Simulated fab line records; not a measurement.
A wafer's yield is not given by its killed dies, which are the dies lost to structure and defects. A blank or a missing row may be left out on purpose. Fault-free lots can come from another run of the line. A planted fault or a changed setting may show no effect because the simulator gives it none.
Matching of chambers / flow sky130 / SKY_PASSIVATION_CVD_02 on pecvd-03: 3 sister chambers
The step deposits Si3N4, target thk 540 nm. 6 wafers are shown with their chamber, then 7 later ones without.

## WAFERS PAIRED WITH THEIR CHAMBERS
wafer=L919.4; chamber=2; heater-power-w (W)=752
wafer=L928.1; chamber=0; heater-power-w (W)=790
wafer=L928.2; chamber=1; heater-power-w (W)=596
wafer=L928.3; chamber=2; heater-power-w (W)=918
wafer=L930.4; chamber=1; heater-power-w (W)=673
wafer=L930.5; chamber=0; heater-power-w (W)=816

## WAFERS WITH NO CHAMBER GIVEN
wafer=L930.6; heater-power-w (W)=522
wafer=L936.2; heater-power-w (W)=642
wafer=L936.4; heater-power-w (W)=771
wafer=L936.6; heater-power-w (W)=523
wafer=L939.2; heater-power-w (W)=827
wafer=L939.4; heater-power-w (W)=852
wafer=L939.6; heater-power-w (W)=864

## EACH ONE'S CHAMBER
wafer=L930.6; from the rows above=1; in truth=1
wafer=L936.2; from the rows above=1; in truth=1
wafer=L936.4; from the rows above=can't be placed: 0 or 2 or 1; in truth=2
wafer=L936.6; from the rows above=1; in truth=1
wafer=L939.2; from the rows above=can't be placed: 2 or 0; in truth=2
wafer=L939.4; from the rows above=can't be placed: 2 or 0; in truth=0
wafer=L939.6; from the rows above=can't be placed: 2 or 0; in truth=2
Correct placement for 3 of the 7. Unplaceable from these rows: 4, with the true chamber sitting among the candidates in 4. Wrongly placed: 0.
How it was worked out, from the rows above alone: a wafer's distance from a chamber is the root of the sum, over the readings, of the square of ((its reading less the chamber's mean) divided by the reading's scatter). If the next closest chamber is less than 2 further off than the closest, the wafer can't be placed; otherwise it belongs to the closest. A chamber's mean is the mean of its shown wafers. The scatter is the square root of a quotient: the sum, over the shown wafers, of each reading's squared deviation from its chamber's mean, divided by wafers minus chambers.
